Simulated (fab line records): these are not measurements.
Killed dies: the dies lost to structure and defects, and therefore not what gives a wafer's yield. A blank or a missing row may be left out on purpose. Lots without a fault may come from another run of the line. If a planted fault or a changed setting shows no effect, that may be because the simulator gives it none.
fab line records	flow sky130
record: lots: 5	wafers: 15	lastDay: 49
route steps=708 shown POLY_GATE@227 LDD_N@237
lots that met no fault: taken from a fault-free run of the same line
startH: start of the lot's first displayed wafer, in hours after the record's first day	waitH: hours from the lot's prior step to this one	" unchanged from the row above	L1.1+2: a row that stands for several wafers	- either no value or no given start	* or withheld: withheld	< > ~ a bound
route shown NAME@n: a module of which the file shows steps, and the number in the route of the first	usual: mean/standard deviation of fault-free wafers	same: alike in all rows	chamber/n: place in a boat	sites: readings site by site	_std_site: the values' standard deviation	_edge_site: mean of outer sites minus mean of inner sites	radiusMm: how far each site lies from the wafer's centre	mask NAME#n: copy n	behind: the last tool/chamber to shape the wafer	hold: what put the lot on hold/how long, in hours/how the hold closed	device: transistor that didn't switch, given as n, p or np	end of line: the tests these same wafers got at the end of their route	a step given without rows: its recipe and nothing more	killed: not the wafer's yield, but the dies lost to structure and defects at the first sort	map: a wafer's dies, x killed, . not, _ none there
set.NAME: the run value of the setting; set.NAME@STEP: its run value at that earlier step	model.NAME: the simulator's own value behind a step, which no gauge read
lots at selected steps of the route; one table per step, one row per wafer
services: a tool's chamber out of use, with start hour (startH, from the record's first day; less than 0 if before it), hours out, and reason
== steps ==
step: SKY_POLY_GATE_CD_MEAS_13
recipe: targetCdNm: 150
usual: cdNm: 149.6/1.5
lot.wafer	tool	chamber	startH	waitH	cdNm
L076.3	cdSem-01	-	385.00	-	147.1
L076.5	"	-	"	"	146.2
L076.6	"	-	"	"	147.5
L083.3	cdSem-02	-	442.95	-	149.1
L083.5	"	-	"	"	151.0
L083.6	"	-	"	"	149.3
L084.1	cdSem-01	-	462.88	-	148.7
L084.3	"	-	"	"	150.0
L084.6	"	-	"	"	149.0
L088.1	cdSem-01	-	500.15	-	148.2
L088.3	"	-	"	"	148.5
L088.6	"	-	"	"	148.8
L090.1	cdSem-01	-	512.38	-	147.8
L090.2	"	-	"	"	148.0
L090.4	"	-	"	"	149.5
step: SKY_POLY_GATE_OVL_MEAS_14
usual: POLY_GATE_OVL: 1/5.1
lot.wafer	tool	chamber	startH	waitH	POLY_GATE_OVL[nm]
L076.3	overlay-02	-	385.10	0.1	1
L076.5	"	-	"	"	-2
L076.6	"	-	"	"	-1
L083.3	overlay-02	-	443.05	0.1	5
L083.5	"	-	"	"	3
L083.6	"	-	"	"	3
L084.1	overlay-01	-	463.00	0.1	4
L084.3	"	-	"	"	1
L084.6	"	-	"	"	-1
L088.1	overlay-02	-	500.27	0.1	-4
L088.3	"	-	"	"	2
L088.6	"	-	"	"	10
L090.1	overlay-01	-	512.50	0.1	3
L090.2	"	-	"	"	0
L090.4	"	-	"	"	5
step: SKY_POLY_GATE_ETCH_15
recipe: chemistry: N2/H2	target: BARC	ionEnergyEv: 200	sourceW: 500	biasW: 100	pressureMtorr: 30	n2FlowSccm: 100	h2FlowSccm: 200	stopOn: SiO2	timeS: 118.5	targetDepthA: 1100
usual: drypumpMotorCurrentA: 5.9/0.42	oesProductAu: 0.717/0.005	throttleValvePct: 13.215/0.0098
lot.wafer	tool	chamber	startH	waitH	drypumpMotorCurrentA	oesProductAu	rfHoursCounterH	throttleValvePct
L076.3	rieDiel-04	1	385.12	0.0	6.3	0.719	61	13.221
L076.5	"	3	"	"	5.9	0.713	-	13.221
L076.6	"	2	"	"	5.6	0.719	-	13.201
L083.3	rieDiel-02	2	443.07	0.0	6.7	0.708	7	13.201
L083.5	"	3	"	"	6.3	0.720	-	13.222
L083.6	"	0	"	"	6.1	0.726	-	13.210
L084.1	rieDiel-04	1	463.04	0.0	6.3	0.716	62	13.222
L084.3	"	2	"	"	5.6	0.719	85	13.204
L084.6	"	1	"	"	6.3	0.720	-	13.213
L088.1	rieDiel-04	3	500.31	0.0	5.9	0.714	72	13.188
L088.3	"	2	"	"	5.5	0.719	86	13.210
L088.6	"	2	"	"	5.5	0.716	-	13.215
L090.1	rieDiel-02	0	512.53	0.0	6.1	0.716	30	13.193
L090.2	"	1	"	"	5.9	0.717	8	13.217
L090.4	"	3	"	"	6.3	0.715	16	13.219
step: SKY_POLY_GATE_ETCH_16
recipe: stopOn: poly-Si	chemistry: CH3F/O2	target: Si3N4	sourceW: 400	biasW: 80	pressureMtorr: 25	ch3fFlowSccm: 40	O2_flow_sccm: 30	timeS: 147.5	targetDepthA: 750
usual: drypumpMotorCurrentA: 5.9/0.43	oesProductAu: 0.643/0.0057	throttleValvePct: 10.535/0.0089
lot.wafer	tool	chamber	startH	waitH	drypumpMotorCurrentA	oesProductAu	rfHoursCounterH	throttleValvePct
L076.3	rieDiel-04	1	385.20	0.0	6.3	0.637	61	10.532
L076.5	"	3	"	"	5.8	0.638	-	10.537
L076.6	"	2	"	"	5.6	0.653	-	10.523
L083.3	rieDiel-02	2	443.15	0.0	6.6	0.643	7	10.543
L083.5	"	3	"	"	6.3	0.656	-	10.535
L083.6	"	0	"	"	6.2	0.649	-	10.534
L084.1	rieDiel-04	1	463.12	0.0	6.3	0.648	62	10.547
L084.3	"	2	"	"	5.6	0.651	85	10.537
L084.6	"	1	"	"	6.2	0.659	-	10.528
L088.1	rieDiel-04	3	500.39	0.0	5.8	0.641	72	10.539
L088.3	"	2	"	"	5.6	0.639	86	10.541
L088.6	"	2	"	"	5.6	0.635	-	10.527
L090.1	rieDiel-02	0	512.62	0.0	6.1	0.638	30	10.537
L090.2	"	1	"	"	5.9	0.643	8	10.529
L090.4	"	3	"	"	6.3	0.646	16	10.526
step: SKY_POLY_GATE_ETCH_17
recipe: targetDepthNm: 180	stopOn: SiO2	overEtchFrac: 0.56667	chemistry: HBr/Cl2	target: poly-Si	icpW: 400	biasW: 100	pressureMtorr: 10	HBr_flow_sccm: 150	Cl2_flow_sccm: 50	timeS: 70.5
usual: drypumpMotorCurrentA: 5.6/0.45	oesProductAu: 0.989/0.007	throttleValvePct: 33.685/0.0093
same: overEtchFrac: 0.56667
lot.wafer	tool	chamber	startH	waitH	drypumpMotorCurrentA	oesProductAu	rfHoursCounterH	throttleValvePct
L076.3	rieSi-02	3	385.30	0.0	6.3	0.989	2	33.674
L076.5	"	2	"	"	5.4	0.996	-	33.694
L076.6	"	3	"	"	6.2	0.990	-	33.698
L083.3	rieSi-01	3	443.25	0.0	5.5	0.982	0	33.698
L083.5	"	3	"	"	5.5	0.987	-	33.689
L083.6	"	0	"	"	5.1	0.989	-	33.682
L084.1	rieSi-02	2	463.22	0.0	5.4	0.990	1	33.694
L084.3	"	3	"	"	6.3	0.984	3	33.700
L084.6	"	2	"	"	5.4	0.992	-	33.686
L088.1	rieSi-02	0	500.49	0.0	5.9	0.995	1	33.696
L088.3	"	1	"	"	5.2	0.990	1	33.679
L088.6	"	2	"	"	5.4	0.998	-	33.696
L090.1	rieSi-02	0	512.71	0.0	5.9	0.987	1	33.670
L090.2	"	1	"	"	5.2	0.989	1	33.678
L090.4	"	2	"	"	5.4	1.001	1	33.688
step: SKY_POLY_GATE_STRIP_18
recipe: chemistry: O2/N2	powerW: 1400	pressureMtorr: 1500	platenTempC: withheld	o2FlowSccm: 3000	n2FlowSccm: 300	overashFraction: 0.5
usual: drypumpMotorCurrentA: 5.6/0.36	oesProductAu: 0.360/0.005	stripTimeToEndpointS: 3.15/0.031
lot.wafer	tool	chamber	startH	waitH	drypumpMotorCurrentA	oesProductAu	rfHoursCounterH	stripTimeToEndpointS
L076.3	plasmaAsher-04	0	385.39	0.1	5.6	0.361	-	3.14
L076.5	"	1	"	"	5.8	0.346	-	3.07
L076.6	"	0	"	"	5.6	0.355	-	3.15
L083.3	plasmaAsher-04	1	443.34	0.1	5.8	0.369	-	3.19
L083.5	"	1	"	"	5.8	0.364	-	3.15
L083.6	"	0	"	"	5.6	0.354	-	3.15
L084.1	plasmaAsher-04	1	463.28	0.0	5.8	0.360	34	3.09
L084.3	"	0	"	"	5.6	0.363	-	3.12
L084.6	"	0	"	"	5.6	0.362	-	3.11
L088.1	plasmaAsher-04	0	500.55	0.0	5.5	0.358	38	3.12
L088.3	"	0	"	"	5.6	0.355	-	3.11
L088.6	"	0	"	"	5.6	0.360	-	3.09
L090.1	plasmaAsher-01	1	512.77	0.0	5.8	0.353	67	3.15
L090.2	"	0	"	"	5.2	0.360	67	3.13
L090.4	"	0	"	"	5.2	0.357	-	3.11
step: SKY_POLY_GATE_CLEAN_19
recipe: chemistry: SC1/SC2	mix: 1:4:20	tempC: 70	timeS: 150	dry: n2Spin
usual: bathGuardTempC: 70.0/0.32
lot.wafer	tool	chamber	startH	waitH	bathGuardTempC
L076.3	wetBench-03	0	385.46	0.0	70.6
L076.5	"	0	"	"	70.5
L076.6	"	0	"	"	70.6
L083.3	wetBench-02	3	443.41	0.0	69.8
L083.5	"	3	"	"	69.6
L083.6	"	3	"	"	69.7
L084.1	wetBench-02	3	463.38	0.1	69.6
L084.3	"	3	"	"	69.7
L084.6	"	3	"	"	69.7
L088.1	wetBench-02	1	500.65	0.1	70.0
L088.3	"	1	"	"	69.9
L088.6	"	1	"	"	69.7
L090.1	wetBench-03	2	512.87	0.1	70.3
L090.2	"	2	"	"	70.2
L090.4	"	2	"	"	70.2
step: SKY_POLY_GATE_OXIDATION_20
recipe: tempC: 850	ambient: O2	stabiliseS: 600	purgeS: 300	targetThkA: 40	oxTimeS: 899
usual: spikeTcUpperC: 850.1/1.2	tube_center_temp_C_max: 852.2/0.4	zonePowerLowerPct: 16.6/0.41	zonePowerUpperPct: 15.4/0.61
lot.wafer	tool	chamber	startH	waitH	spikeTcUpperC	tube_center_temp_C_max	zonePowerLowerPct	zonePowerUpperPct
L076.3	furnace-02	0	386.39	0.9	851.5	852.0	16.7	14.9
L076.5	"	0	"	"	850.6	851.8	16.8	14.9
L076.6	"	0	"	"	851.7	852.1	16.8	15.0
L083.3	furnace-02	0	445.75	2.3	850.8	852.5	16.8	14.8
L083.5	"	0	"	"	850.6	851.9	17.3	14.7
L083.6	"	0	"	"	850.7	852.4	17.0	15.0
L084.1	furnace-02	0	463.58	0.1	852.0	852.8	17.2	15.0
L084.3	"	0	"	"	851.7	852.2	17.3	14.8
L084.6	"	0	"	"	850.9	851.8	17.1	15.1
L088.1	furnace-01	0	500.70	0.0	847.8	852.0	16.0	16.1
L088.3	"	0	"	"	848.7	852.7	16.3	15.7
L088.6	"	0	"	"	848.8	852.5	16.0	15.8
L090.1	furnace-02	0	512.92	0.0	851.1	852.1	17.1	14.7
L090.2	"	0	"	"	850.6	852.0	16.9	15.1
L090.4	"	0	"	"	851.1	851.8	17.1	14.8
step: SKY_POLY_GATE_THK_MEAS_21
recipe: reads: SiO2_of_POLY_GATE_OXIDATION_20
usual: POLY_GATE_OXIDATION_THK: 4.02/0.072
lot.wafer	tool	chamber	startH	waitH	POLY_GATE_OXIDATION_THK[nm]
L076.3	filmMetro-03	-	387.66	0.0	4.00
L076.5	"	-	"	"	4.03
L076.6	"	-	"	"	3.96
L083.3	filmMetro-01	-	447.02	0.0	3.96
L083.5	"	-	"	"	4.00
L083.6	"	-	"	"	3.96
L084.1	filmMetro-03	-	464.83	0.0	4.03
L084.3	"	-	"	"	3.99
L084.6	"	-	"	"	3.96
L088.1	filmMetro-04	-	501.95	0.0	3.97
L088.3	"	-	"	"	4.03
L088.6	"	-	"	"	3.96
L090.1	filmMetro-01	-	514.17	0.0	4.07
L090.2	"	-	"	"	4.10
L090.4	"	-	"	"	4.07
step: SKY_POLY_GATE_CD_MEAS_22
usual: cdNm: 149.5/2.2
lot.wafer	tool	chamber	startH	waitH	cdNm
L076.3	cdSem-01	-	387.84	0.2	145.7
L076.5	"	-	"	"	147.3
L076.6	"	-	"	"	146.7
L083.3	cdSem-01	-	447.12	0.1	148.5
L083.5	"	-	"	"	151.8
L083.6	"	-	"	"	149.5
L084.1	cdSem-01	-	465.06	0.2	149.5
L084.3	"	-	"	"	150.3
L084.6	"	-	"	"	149.6
L088.1	cdSem-01	-	502.01	0.1	148.6
L088.3	"	-	"	"	148.1
L088.6	"	-	"	"	149.7
L090.1	cdSem-01	-	514.23	0.1	148.2
L090.2	"	-	"	"	148.2
L090.4	"	-	"	"	149.9
step: SKY_LDD_N_DEHYDRATE_00
recipe: tempC: 200	timeS: 60
lot.wafer	tool	chamber	startH	waitH
L076.3+5+6	lithoTrack-03	0	401.85	14.0
L083.3+5+6	lithoTrack-04	0	461.59	14.4
L084.1+3+6	lithoTrack-03	0	480.10	15.0
L088.1+3+6	lithoTrack-03	0	516.85	14.8
L090.1+2+4	lithoTrack-04	0	528.54	14.3
step: SKY_LDD_N_HMDS_01
recipe: primeTimeS: 60	primeTempC: 120
usual: primeTempC: 120.00/0.15
lot.wafer	tool	chamber	startH	waitH	primeTempC
L076.3	lithoTrack-03	0	402.00	0.1	120.01
L076.5	"	0	"	"	119.94
L076.6	"	0	"	"	119.96
L083.3	lithoTrack-04	0	461.74	0.1	119.78
L083.5	"	0	"	"	120.00
L083.6	"	0	"	"	120.01
L084.1	lithoTrack-03	0	480.25	0.1	120.02
L084.3	"	0	"	"	120.09
L084.6	"	0	"	"	119.80
L088.1	lithoTrack-03	0	517.00	0.1	120.05
L088.3	"	0	"	"	120.18
L088.6	"	0	"	"	120.06
L090.1	lithoTrack-04	0	528.69	0.1	119.84
L090.2	"	0	"	"	119.95
L090.4	"	0	"	"	120.04
step: SKY_LDD_N_COAT_02
recipe: resist: NOVOLAK	spinRpm: 3000	resistThkNm: 300
lot.wafer	tool	chamber	startH	waitH
L076.3+5+6	lithoTrack-03	0	402.15	0.1
L083.3+5+6	lithoTrack-04	0	461.89	0.1
L084.1+3+6	lithoTrack-03	0	480.40	0.1
L088.1+3+6	lithoTrack-03	0	517.15	0.1
L090.1+2+4	lithoTrack-04	0	528.84	0.1
step: SKY_LDD_N_SOFTBAKE_03
recipe: tempC: 90	timeS: 60	resist: NOVOLAK
lot.wafer	tool	chamber	startH	waitH
L076.3+5+6	lithoTrack-03	0	402.30	0.1
L083.3+5+6	lithoTrack-04	0	462.04	0.1
L084.1+3+6	lithoTrack-03	0	480.55	0.1
L088.1+3+6	lithoTrack-03	0	517.30	0.1
L090.1+2+4	lithoTrack-04	0	528.99	0.1
step: SKY_LDD_N_EXPOSE_04
recipe: maskId: NTM	targetCdNm: 840	na: 0.6	sourceShape: conventional	sigmaOuter: 0.6	doseMj: 110
lot.wafer	tool	chamber	startH	waitH	mask
L076.3+5+6	ilineStepper-01	0	-	-	NTM#0
L083.3+5+6	ilineStepper-01	0	-	-	NTM#0
L084.1+3+6	ilineStepper-02	0	-	-	NTM#0
L088.1+3+6	ilineStepper-02	0	-	-	NTM#0
L090.1+2+4	ilineStepper-02	0	-	-	NTM#0
step: SKY_LDD_N_PEB_05
recipe: tempC: withheld	timeS: *	resist: NOVOLAK
lot.wafer	tool	chamber	startH	waitH
L076.3+5+6	lithoTrack-03	0	-	-
L083.3+5+6	lithoTrack-04	0	-	-
L084.1+3+6	lithoTrack-02	0	-	-
L088.1+3+6	lithoTrack-04	0	-	-
L090.1+2+4	lithoTrack-03	0	-	-
== services ==
tool	chamber	startH	hours	kind
plasmaAsher-01	-	366.70	0.4	repair
rieSi-02	1	383.63	-	clean
rieSi-02	1	383.63	15.6	scheduledDown
rieSi-02	1	383.63	15.6	ventCycle
ilineStepper-02	-	392.06	0.5	repair
furnace-01	-	397.63	3.7	pm
rieSi-02	-	406.14	0.4	repair
plasmaAsher-01	-	407.28	2.8	pm
rieDiel-02	2	412.46	8.1	repair
ilineStepper-01	-	421.95	4.3	pm
wetBench-03	-	425.42	2.7	repair
rieDiel-02	3	436.49	1.3	repair
rieDiel-04	1	436.55	5.3	repair
furnace-02	-	437.16	5.3	pm
rieDiel-02	2	452.76	2.2	repair
rieDiel-04	0	460.33	3.3	repair
ilineStepper-02	-	495.01	1.7	pm
plasmaAsher-04	-	509.19	14.6	pm
rieDiel-04	-	509.63	1.1	repair
ilineStepper-01	-	516.00	1.7	pm
rieDiel-04	2	535.63	-	clean
rieDiel-04	2	535.63	32.2	scheduledDown
rieDiel-04	2	535.63	32.2	ventCycle
furnace-01	-	541.27	3.3	pm
== key ==
fault none
